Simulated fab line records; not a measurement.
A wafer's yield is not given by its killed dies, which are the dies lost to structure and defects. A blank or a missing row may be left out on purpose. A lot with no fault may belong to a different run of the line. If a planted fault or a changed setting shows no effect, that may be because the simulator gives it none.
fab line records | flow sky130
record lots=7 wafers=21 last-day=47
route steps=708 shown VT_ADJUST_LVTN@104 VT_ADJUST_NCORE@119 PAD_OPEN@708
lots that met no fault: taken from a fault-free run of the same line
start-h: the number of hours between the record's first day and the start of the first shown wafer of the lot | wait-h: hours since the lot's step before | " identical to the entry in the row above | L1.1+2: several wafers, shown together as one row | - no value, or no start given | * or withheld: withheld | < > ~ a bound
route shown NAME@n: a module of which the file shows steps, and the number in the route of the first | usual: mean/standard deviation of fault-free wafers | same: alike in all rows | chamber/n: place in a boat | sites: readings site by site | _std_site: standard deviation across them | _edge_site: inner sites' mean taken away from outer sites' mean | radius-mm: how far each site lies from the wafer's centre | mask NAME#n: copy n | behind: tool/chamber where the wafer was last shaped | hold: reason for holding the lot/hours on hold/outcome of the hold | device: transistor that didn't switch, given as n, p or np | end of line: tests run on the same wafers once the route is complete | step lacking rows: just its recipe | killed: not the wafer's yield, but the dies lost to structure and defects at the first sort | map: per-die view of a wafer (x killed, . not killed, _ where there is no die)
set.NAME: the run value of the setting; set.NAME@STEP: its run value at that earlier step | model.NAME: the simulator's own value behind a step, which no gauge read
lots seen at some steps along the route; tables by step, rows by wafer
services: when a tool's chamber went out of use (start-h, in hours from the record's first day, below 0 if earlier), for how many hours, and the reason
## steps
# step SKY_VT_ADJUST_LVTN_OVL_MEAS_07
# usual VT_ADJUST_LVTN_OVL=-0.3/1.3
# columns lot.wafer tool chamber start-h wait-h VT_ADJUST_LVTN_OVL[nm]
L958.2 overlay-01 - 141.53 - 1.5
L958.3 " - " " 1.9
L958.4 " - " " 1.5
L961.3 overlay-01 - 156.45 - -1.2
L961.4 " - " " -0.8
L961.6 " - " " -1.8
L962.2 overlay-01 - 163.90 - -0.6
L962.3 " - " " -0.8
L962.4 " - " " 0.9
L963.1 overlay-01 - 170.19 - -0.2
L963.4 " - " " 1.5
L963.5 " - " " -1.4
L965.1 overlay-01 - 187.48 - 1.8
L965.4 " - " " 0.8
L965.5 " - " " 0.0
L966.2 overlay-01 - 194.10 - 1.6
L966.3 " - " " 2.2
L966.4 " - " " 1.5
L967.3 overlay-02 - 204.06 - -2.6
L967.5 " - " " -1.3
L967.6 " - " " -0.8
# step SKY_VT_ADJUST_LVTN_IMPLANT_08
# recipe species=B energy-kev=30 dose-cm2=1.57e+12 tilt-deg=withheld
# step SKY_VT_ADJUST_LVTN_STRIP_09
# recipe chemistry=O2/N2 power-w=1400 pressure-mtorr=1500 platen-temp-c=withheld o2-flow-sccm=3000 n2-flow-sccm=300 overash-fraction=0.5
# usual chamber-pressure-mTorr=1499.9/1.4 drypump-motor-current-A=5.5/0.32 oes-product-au=0.722/0.0042 strip-time-to-endpoint-s=36.91/0.11
# columns lot.wafer tool chamber start-h wait-h chamber-pressure-mTorr drypump-motor-current-A oes-product-au rf-hours-counter-h strip-time-to-endpoint-s
L958.2 plasma-asher-03 0 141.71 0.1 1499.7 6.0 0.720 44 37.01
L958.3 " 0 " " 1500.6 5.9 0.726 - 36.85
L958.4 " 1 " " 1499.7 5.9 0.723 - 36.95
L961.3 plasma-asher-04 1 156.66 0.1 1499.0 5.0 0.724 - 37.07
L961.4 " 0 " " 1497.8 5.4 0.719 - 36.91
L961.6 " 1 " " 1500.0 5.0 0.716 - 36.89
L962.2 plasma-asher-04 1 164.08 0.1 1497.5 5.0 0.722 36 36.85
L962.3 " 0 " " 1501.5 5.3 0.721 - 36.87
L962.4 " 1 " " 1502.6 5.0 0.723 - 36.78
L963.1 plasma-asher-01 0 170.38 0.1 1499.6 5.4 0.718 5 36.85
L963.4 " 1 " " 1497.2 5.5 0.721 - 36.91
L963.5 " 1 " " 1500.8 5.5 0.725 - 36.89
L965.1 plasma-asher-03 0 187.66 0.1 1501.8 6.0 0.721 49 37.00
L965.4 " 0 " " 1502.7 6.0 0.716 - 36.94
L965.5 " 1 " " 1501.1 5.9 0.719 - 36.86
L966.2 plasma-asher-04 0 194.28 0.1 1498.8 5.3 0.730 39 36.98
L966.3 " 0 " " 1500.2 5.3 0.726 - 36.87
L966.4 " 1 " " 1497.8 5.0 0.724 - 36.95
L967.3 plasma-asher-03 0 204.27 0.1 1501.0 6.0 0.720 - 37.01
L967.5 " 0 " " 1497.9 6.0 0.722 - 36.96
L967.6 " 1 " " 1499.0 5.9 0.725 - 36.99
# step SKY_VT_ADJUST_LVTN_TW_MEAS_10
# usual VT_ADJUST_LVTN_TW=242.1/2
# columns lot.wafer tool chamber start-h wait-h VT_ADJUST_LVTN_TW
L958.2 film-metro-03 - 141.82 0.1 241.3
L958.3 " - " " 241.5
L958.4 " - " " 240.0
L961.3 film-metro-03 - 156.75 0.1 239.4
L961.4 " - " " 239.3
L961.6 " - " " 240.5
L962.2 film-metro-03 - 164.19 0.1 239.5
L962.3 " - " " 240.6
L962.4 " - " " 239.7
L963.1 film-metro-02 - 170.48 0.1 241.4
L963.4 " - " " 241.2
L963.5 " - " " 241.5
L965.1 film-metro-02 - 187.76 0.1 241.0
L965.4 " - " " 240.6
L965.5 " - " " 241.0
L966.2 film-metro-04 - 194.39 0.1 243.9
L966.3 " - " " 245.0
L966.4 " - " " 244.5
L967.3 film-metro-03 - 204.35 0.1 239.7
L967.5 " - " " 241.1
L967.6 " - " " 239.1
# step SKY_VT_ADJUST_LVTN_DEHYDRATE_11
# recipe temp-c=200 time-s=60
# step SKY_VT_ADJUST_LVTN_HMDS_12
# recipe prime-time-s=60 prime-temp-c=120
# step SKY_VT_ADJUST_LVTN_COAT_13
# recipe resist=NOVOLAK spin-rpm=3000 resist-thk-nm=1140
# step SKY_VT_ADJUST_LVTN_SOFTBAKE_14
# recipe temp-c=90 time-s=60 resist=NOVOLAK
# step SKY_VT_ADJUST_LVTN_EXPOSE_15
# recipe mask-id=HVN_STD_DERIVED na=0.6 source-shape=conventional sigma-outer=0.6 polarization=unpolarized target-cd-nm=600 dose-mj=163
# step SKY_VT_ADJUST_LVTN_PEB_16
# recipe temp-c=withheld time-s=* resist=NOVOLAK
# step SKY_VT_ADJUST_LVTN_DEVELOP_17
# recipe resist=NOVOLAK developer=TMAH develop-time-s=60 dev-temp-c=23
# step SKY_VT_ADJUST_LVTN_OVL_MEAS_18
# usual VT_ADJUST_LVTN_01_OVL=1.3/1.7
# columns lot.wafer tool chamber start-h wait-h VT_ADJUST_LVTN_01_OVL[nm]
L958.2 overlay-02 - 161.05 0.1 0.8
L958.3 " - " " 1.7
L958.4 " - " " -0.3
L961.3 overlay-02 - 176.95 0.1 2.2
L961.4 " - " " 3.8
L961.6 " - " " 1.9
L962.2 overlay-01 - 184.20 0.1 4.6
L962.3 " - " " 6.6
L962.4 " - " " 4.8
L963.1 overlay-02 - 191.73 0.1 3.2
L963.4 " - " " 2.3
L963.5 " - " " 3.8
L965.1 overlay-01 - 208.89 0.1 2.1
L965.4 " - " " 2.4
L965.5 " - " " 0.9
L966.2 overlay-02 - 215.48 0.1 3.8
L966.3 " - " " 3.5
L966.4 " - " " 0.9
L967.3 overlay-01 - 226.34 0.1 -2.6
L967.5 " - " " 0.2
L967.6 " - " " 1.3
# step SKY_VT_ADJUST_LVTN_IMPLANT_19
# recipe species=B energy-kev=30 dose-cm2=6.5e+11 tilt-deg=withheld
# usual beam-on-s=9.99/0.21 end-station-pressure-torr=4.97e-06/2.5e-07 implant-ion-amu=11/0
# columns lot.wafer tool chamber start-h wait-h beam-on-s end-station-pressure-torr implant-ion-amu model.implant.rp-nm model.implant.drp-nm
L958.2 implanter-04 0 161.11 0.0 9.73 4.96e-06 11 93.93 42.97
L958.3 " 0 " " 9.95 4.9e-06 11 93.93 42.97
L958.4 " 0 " " 10.10 5.04e-06 11 93.93 42.97
L961.3 implanter-04 0 177.03 0.1 10.21 4.53e-06 11 94.67 42.97
L961.4 " 0 " " 10.03 5.18e-06 11 94.67 42.97
L961.6 " 0 " " 9.83 4.47e-06 11 94.67 42.97
L962.2 implanter-03 0 184.26 0.0 10.07 5.02e-06 11 94.57 42.97
L962.3 " 0 " " 10.07 5.02e-06 11 94.57 42.97
L962.4 " 0 " " 9.62 4.77e-06 11 94.57 42.97
L963.1 implanter-01 0 191.76 0.0 9.97 4.62e-06 11 100.2 42.97
L963.4 " 0 " " 9.64 4.84e-06 11 100.2 42.97
L963.5 " 0 " " 9.60 5.08e-06 11 100.2 42.97
L965.1 implanter-04 0 208.93 0.0 9.65 5.12e-06 49 23.35 12.97
L965.4 " 0 " " 10.17 4.72e-06 49 23.35 12.97
L965.5 " 0 " " 9.89 4.59e-06 49 23.35 12.97
L966.2 implanter-03 0 215.54 0.0 10.41 5e-06 49 24.37 12.97
L966.3 " 0 " " 10.13 5.08e-06 49 24.37 12.97
L966.4 " 0 " " 10.23 4.92e-06 49 24.37 12.97
L967.3 implanter-04 0 226.41 0.1 9.86 5.28e-06 49 23.57 12.97
L967.5 " 0 " " 10.58 5.25e-06 49 23.57 12.97
L967.6 " 0 " " 10.20 4.96e-06 49 23.57 12.97
# step SKY_VT_ADJUST_LVTN_STRIP_20
# recipe chemistry=O2/N2 power-w=1400 pressure-mtorr=1500 platen-temp-c=withheld o2-flow-sccm=3000 n2-flow-sccm=300 overash-fraction=0.5
# usual chamber-pressure-mTorr=1499.9/1.3 drypump-motor-current-A=5.5/0.35 oes-product-au=0.715/0.0046 strip-time-to-endpoint-s=14.16/0.042
# columns lot.wafer tool chamber start-h wait-h chamber-pressure-mTorr drypump-motor-current-A oes-product-au rf-hours-counter-h strip-time-to-endpoint-s
L958.2 plasma-asher-04 1 161.23 0.1 1500.2 5.0 0.713 35 14.19
L958.3 " 1 " " 1500.4 5.0 0.718 - 14.14
L958.4 " 0 " " 1498.6 5.3 0.713 - 14.17
L961.3 plasma-asher-01 0 177.16 0.1 1497.9 5.4 0.715 - 14.20
L961.4 " 1 " " 1501.4 5.5 0.714 - 14.21
L961.6 " 1 " " 1501.2 5.5 0.718 - 14.23
L962.2 plasma-asher-01 0 184.38 0.1 1499.0 5.5 0.721 6 14.21
L962.3 " 1 " " 1498.5 5.5 0.717 - 14.16
L962.4 " 0 " " 1499.2 5.4 0.720 - 14.15
L963.1 plasma-asher-04 0 191.91 0.1 1499.0 5.4 0.717 38 14.16
L963.4 " 1 " " 1499.5 5.0 0.720 - 14.17
L963.5 " 0 " " 1500.5 5.4 0.713 - 14.18
L965.1 plasma-asher-04 1 209.08 0.1 1502.0 5.0 0.715 40 14.13
L965.4 " 1 " " 1499.7 5.0 0.713 - 14.17
L965.5 " 1 " " 1501.0 5.0 0.718 - 14.14
L966.2 plasma-asher-04 1 215.66 0.1 1499.9 5.0 0.711 41 14.21
L966.3 " 1 " " 1498.1 5.0 0.720 - 14.19
L966.4 " 0 " " 1497.9 5.3 0.719 - 14.18
L967.3 plasma-asher-03 1 226.55 0.1 1499.2 5.9 0.719 - 14.23
L967.5 " 0 " " 1501.3 6.0 0.721 - 14.18
L967.6 " 1 " " 1500.9 5.9 0.714 - 14.14
# step SKY_VT_ADJUST_LVTN_TW_MEAS_21
# usual VT_ADJUST_LVTN_2_TW=188.7/1.5
# columns lot.wafer tool chamber start-h wait-h VT_ADJUST_LVTN_2_TW
L958.2 film-metro-03 - 161.34 0.1 187.5
L958.3 " - " " 188.0
L958.4 " - " " 187.5
L961.3 film-metro-03 - 177.25 0.1 188.9
L961.4 " - " " 187.9
L961.6 " - " " 188.2
L962.2 film-metro-02 - 184.49 0.1 187.8
L962.3 " - " " 188.5
L962.4 " - " " 188.5
L963.1 film-metro-04 - 192.01 0.1 190.8
L963.4 " - " " 190.0
L963.5 " - " " 190.8
L965.1 film-metro-04 - 209.18 0.1 292.9
L965.4 " - " " 293.6
L965.5 " - " " 292.7
L966.2 film-metro-02 - 215.77 0.1 292.1
L966.3 " - " " 290.3
L966.4 " - " " 290.5
L967.3 film-metro-03 - 226.63 0.1 288.0
L967.5 " - " " 288.4
L967.6 " - " " 288.5
# step SKY_VT_ADJUST_NCORE_DEHYDRATE_00
# recipe temp-c=200 time-s=60
# step SKY_PAD_OPEN_PROBE_99
# usual killed_at_M0_to_M3=42/6.7 killed_at_M4_up=3.4/2 killed-at-contacts=24/5.1 killed-at-front-end=14/4.2 killed-at-other=0.2/0.49 killed-dies=84/8.4 killed-open=46/7 killed-short=39/5.8
# same gross-dies=492 killed-at-back-side=0
# columns lot.wafer tool chamber start-h wait-h killed_at_M0_to_M3 killed_at_M4_up killed-at-contacts killed-at-front-end killed-at-other killed-dies killed-open killed-short model.etest.pfet_16v.r-on-ohm-um model.etest.res-pwell-under-gate.rs-ohm-sq model.etest.tip_n_5v.rs-ohm-sq model.etest.pfet_16v.drive-ua-um model.etest.nfet-g5v0d10v5.vt-long-v model.etest.nfet_16v.vt-v model.etest.nfet-g5v0d10v5.body-rise-v model.etest.nfet_16v.body-rise-v
L958.2 prober-01 - 1080.96 0.1 36 7 22 17 0 82 40 42 1.54e+04 2304 1396 245.2 0.8228 0.7795 0.6821 0.6807
L958.3 prober-01 - 1081.01 0.2 42 5 26 10 0 83 42 41 1.484e+04 2290 1388 250.9 0.823 0.7776 0.6785 0.675
L958.4 prober-01 - 1081.06 0.2 36 2 18 11 0 67 38 29 1.513e+04 2309 1398 247.5 0.821 0.7738 0.6835 0.6791
L961.3 prober-02 - 1094.01 0.2 37 1 29 20 0 87 40 47 1.497e+04 2293 1382 248.1 0.8035 0.7591 0.6749 0.6722
L961.4 prober-02 - 1094.06 0.2 37 2 24 18 0 81 49 32 1.497e+04 2300 1383 249.1 0.802 0.7584 0.6703 0.6671
L961.6 prober-02 - 1094.16 0.2 45 4 24 19 0 92 51 41 1.48e+04 2288 1376 252.2 0.7883 0.7453 0.6656 0.6642
L962.2 prober-01 - 1096.87 0.1 36 2 23 15 0 76 34 42 1.487e+04 2293 1392 246.8 0.8115 0.7699 0.6727 0.6693
L962.3 prober-01 - 1096.92 0.2 41 1 26 14 1 83 57 26 1.496e+04 2299 1393 246.8 0.8143 0.7744 0.672 0.6683
L962.4 prober-01 - 1096.97 0.2 45 4 22 14 1 86 45 41 1.482e+04 2289 1393 251.3 0.8009 0.7589 0.6609 0.6571
L963.1 prober-02 - 1105.61 0.1 40 3 20 11 0 74 41 33 1.511e+04 2269 1345 246.9 0.7873 0.7426 0.6514 0.6466
L963.4 prober-02 - 1105.76 0.2 27 6 27 17 1 78 50 28 1.491e+04 2258 1366 246.7 0.7981 0.752 0.6568 0.6524
L963.5 prober-02 - 1105.81 0.2 39 5 25 7 0 76 45 31 1.474e+04 2290 1356 248.2 0.8043 0.7622 0.6622 0.6598
L965.1 prober-02 - 1121.27 0.1 40 6 21 6 0 73 37 36 1.565e+04 2331 1391 235.6 0.8276 0.7835 0.6177 0.6155
L965.4 prober-02 - 1121.42 0.2 42 0 20 13 0 75 41 34 1.564e+04 2335 1376 235.4 0.8166 0.7755 0.6141 0.6119
L965.5 prober-02 - 1121.47 0.2 42 1 32 10 0 85 49 36 1.56e+04 2337 1386 237.2 0.8336 0.7877 0.6225 0.6205
L966.2 prober-01 - 1127.21 0.1 49 2 24 10 0 85 53 32 1.542e+04 2329 1377 240.1 0.8528 0.8066 0.6454 0.6403
L966.3 prober-01 - 1127.26 0.2 38 2 26 17 0 83 45 38 1.525e+04 2351 1370 242 0.8512 0.8057 0.6411 0.6369
L966.4 prober-01 - 1127.31 0.2 39 1 20 7 1 68 37 31 1.556e+04 2340 1373 241.6 0.8551 0.8088 0.6398 0.6359
L967.3 prober-01 - 1136.76 0.2 38 5 26 11 0 80 45 35 1.518e+04 2323 1362 245.7 0.8407 0.7966 0.6425 0.6374
L967.5 prober-01 - 1136.86 0.2 38 5 26 12 1 82 43 39 1.51e+04 2321 1368 246.9 0.8599 0.8147 0.6517 0.6487
L967.6 prober-01 - 1136.91 0.2 31 5 28 14 0 78 43 35 1.509e+04 2333 1376 249.3 0.8511 0.8057 0.6468 0.6457
# killed by level:class
L958.2 CONTACT:geometric-particle:open=9 VIA3:geometric-particle:open=9 FIELD_ISO:geometric-particle:open=6 METAL4:geometric-particle:short=6 METAL1:geometric-particle:short=6 LI_CONTACT:geometric-particle:open=5 LOCAL_INTERCONNECT:geometric-particle:short=5 VIA1:geometric-particle:short=4
L958.3 CONTACT:geometric-particle:short=10 CONTACT:geometric-particle:open=9 VIA1:geometric-particle:open=9 METAL1:geometric-particle:short=7 LI_CONTACT:geometric-particle:open=4 METAL2:geometric-particle:short=4 VIA2:geometric-particle:short=4 VIA2:geometric-particle:open=4
L958.4 VIA1:geometric-particle:open=11 CONTACT:geometric-particle:open=6 METAL3:geometric-particle:short=6 LI_CONTACT:geometric-particle:open=5 VIA2:geometric-particle:open=5 FIELD_ISO:geometric-particle:short=4 VIA1:geometric-particle:short=4 CONTACT:geometric-particle:short=3
L961.3 METAL1:geometric-particle:short=8 CONTACT:geometric-particle:open=7 VIA1:geometric-particle:open=7 FIELD_ISO:geometric-particle:short=6 LI_CONTACT:geometric-particle:open=6 LOCAL_INTERCONNECT:geometric-particle:short=6 VIA3:geometric-particle:open=6 VIA1:geometric-particle:short=6
L961.4 VIA1:geometric-particle:open=10 CONTACT:geometric-particle:open=9 LI_CONTACT:geometric-particle:open=8 POLY_GATE:geometric-particle:open=7 METAL2:geometric-particle:short=6 METAL1:geometric-particle:short=5 LI_CONTACT:geometric-particle:short=4 VIA3:geometric-particle:open=4
L961.6 VIA1:geometric-particle:open=13 CONTACT:geometric-particle:open=11 POLY_GATE:geometric-particle:short=6 FIELD_ISO:geometric-particle:open=5 LOCAL_INTERCONNECT:geometric-particle:short=5 METAL1:geometric-particle:short=5 VIA2:geometric-particle:short=5 METAL2:geometric-particle:open=5
L962.2 METAL2:geometric-particle:short=8 VIA3:geometric-particle:open=8 CONTACT:geometric-particle:short=8 VIA1:geometric-particle:open=6 LI_CONTACT:geometric-particle:short=6 POLY_GATE:geometric-particle:short=5 LI_CONTACT:geometric-particle:open=5 VIA2:geometric-particle:open=4
L962.3 CONTACT:geometric-particle:open=10 LI_CONTACT:geometric-particle:open=8 VIA3:geometric-particle:open=8 VIA1:geometric-particle:open=7 VIA2:geometric-particle:open=7 POLY_GATE:geometric-particle:open=6 METAL2:geometric-particle:short=5 VIA1:geometric-particle:short=4
L962.4 VIA1:geometric-particle:open=12 VIA3:geometric-particle:open=10 CONTACT:geometric-particle:open=9 METAL2:geometric-particle:short=8 POLY_GATE:geometric-particle:short=6 FIELD_ISO:geometric-particle:open=4 LOCAL_INTERCONNECT:geometric-particle:short=4 METAL1:geometric-particle:short=4
L963.1 VIA3:geometric-particle:open=9 VIA1:geometric-particle:open=8 CONTACT:geometric-particle:open=6 METAL1:geometric-particle:short=5 LI_CONTACT:geometric-particle:open=5 VIA1:geometric-particle:short=5 POLY_GATE:geometric-particle:short=4 LOCAL_INTERCONNECT:geometric-particle:short=4
L963.4 CONTACT:geometric-particle:open=11 LI_CONTACT:geometric-particle:open=7 VIA1:geometric-particle:open=7 FIELD_ISO:geometric-particle:open=6 POLY_GATE:geometric-particle:open=5 METAL4:geometric-particle:short=4 LOCAL_INTERCONNECT:geometric-particle:short=4 VIA2:geometric-particle:open=4
L963.5 VIA2:geometric-particle:open=11 CONTACT:geometric-particle:open=9 LI_CONTACT:geometric-particle:open=8 VIA1:geometric-particle:short=8 VIA3:geometric-particle:open=5 METAL4:geometric-particle:short=5 VIA3:geometric-particle:short=4 VIA1:geometric-particle:open=4
L965.1 VIA1:geometric-particle:open=10 VIA3:geometric-particle:open=7 CONTACT:geometric-particle:open=6 VIA3:geometric-particle:short=5 LI_CONTACT:geometric-particle:open=5 METAL4:geometric-particle:short=5 LI_CONTACT:geometric-particle:short=4 METAL2:geometric-particle:short=4
L965.4 VIA1:geometric-particle:open=15 LI_CONTACT:geometric-particle:open=5 METAL2:geometric-particle:short=5 FIELD_ISO:geometric-particle:short=4 POLY_GATE:geometric-particle:open=4 CONTACT:geometric-particle:short=4 CONTACT:geometric-particle:open=4 METAL1:geometric-particle:short=4
L965.5 LI_CONTACT:geometric-particle:open=10 VIA1:geometric-particle:open=10 CONTACT:geometric-particle:short=8 VIA3:geometric-particle:open=8 CONTACT:geometric-particle:open=6 VIA2:geometric-particle:open=6 METAL1:geometric-particle:short=5 FIELD_ISO:geometric-particle:short=4
L966.2 VIA1:geometric-particle:open=16 CONTACT:geometric-particle:open=10 METAL2:geometric-particle:short=9 FIELD_ISO:geometric-particle:open=8 LI_CONTACT:geometric-particle:open=6 VIA2:geometric-particle:open=6 VIA1:geometric-particle:short=6 LI_CONTACT:geometric-particle:short=3
L966.3 VIA1:geometric-particle:open=13 LI_CONTACT:geometric-particle:open=8 CONTACT:geometric-particle:open=6 LOCAL_INTERCONNECT:geometric-particle:short=5 FIELD_ISO:geometric-particle:short=4 POLY_GATE:geometric-particle:open=4 METAL1:geometric-particle:short=4 VIA1:geometric-particle:short=4
L966.4 CONTACT:geometric-particle:open=10 VIA1:geometric-particle:open=8 METAL1:geometric-particle:short=7 CONTACT:geometric-particle:short=5 METAL2:geometric-particle:short=5 VIA2:geometric-particle:open=5 VIA3:geometric-particle:open=4 FIELD_ISO:geometric-particle:open=3
L967.3 CONTACT:geometric-particle:open=13 VIA3:geometric-particle:open=10 VIA1:geometric-particle:open=7 CONTACT:geometric-particle:short=6 VIA1:geometric-particle:short=6 LI_CONTACT:geometric-particle:open=5 FIELD_ISO:geometric-particle:open=4 FIELD_ISO:geometric-particle:short=3
L967.5 CONTACT:geometric-particle:open=9 LI_CONTACT:geometric-particle:open=8 VIA1:geometric-particle:open=8 METAL1:geometric-particle:short=6 LOCAL_INTERCONNECT:geometric-particle:short=5 VIA3:geometric-particle:open=5 METAL2:geometric-particle:short=5 METAL3:geometric-particle:short=4
L967.6 LI_CONTACT:geometric-particle:open=13 VIA1:geometric-particle:open=8 POLY_GATE:geometric-particle:short=6 CONTACT:geometric-particle:open=6 CONTACT:geometric-particle:short=5 METAL1:geometric-particle:short=4 VIA2:geometric-particle:short=4 VIA3:geometric-particle:open=4
## services
# columns tool chamber start-h hours kind
plasma-asher-01 0 117.75 - clean
plasma-asher-01 1 117.75 - clean
implanter-04 - 139.47 1.2 repair
implanter-01 - 172.42 5.5 pm
implanter-04 - 199.06 9.6 repair
## key
first-sign step=SKY_VT_ADJUST_LVTN_IMPLANT_19 reading=implant-ion-amu direction=up sigmas=99+ usual=11 struck=49
effect step=SKY_VT_ADJUST_LVTN_TW_MEAS_21 reading=VT_ADJUST_LVTN_2_TW direction=up sigmas=69 usual=188.7 struck=290.8
model-effect step=SKY_VT_ADJUST_LVTN_IMPLANT_19 value=implant.rp-nm without=97.33 struck=23.76
model-effect step=SKY_PAD_OPEN_PROBE_99 value=etest.pfet_16v.r-on-ohm-um without=1.493e+04 struck=1.539e+04
met-at SKY_VT_ADJUST_LVTN_IMPLANT_19
struck-wafers L965.1,L965.4,L965.5,L966.2,L966.3,L966.4,L967.3,L967.5,L967.6
tester-left-out L965,L966,L967
onset-between 191.76 208.93
fault kind=wrong-recipe-download tool=implanter-01,implanter-03,implanter-04 chamber=- onset-h=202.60 steps=SKY_VT_ADJUST_LVTN_IMPLANT_19 wrong-recipe.not-listed=1
# tester-left-out: of these lots the tester's yield and bins aren't shown, on N5 and GAA mostly nor the transistor test; their killed dies are dies lost to structure and defects alone, not to doping, threshold or leakage, so they don't give the yield
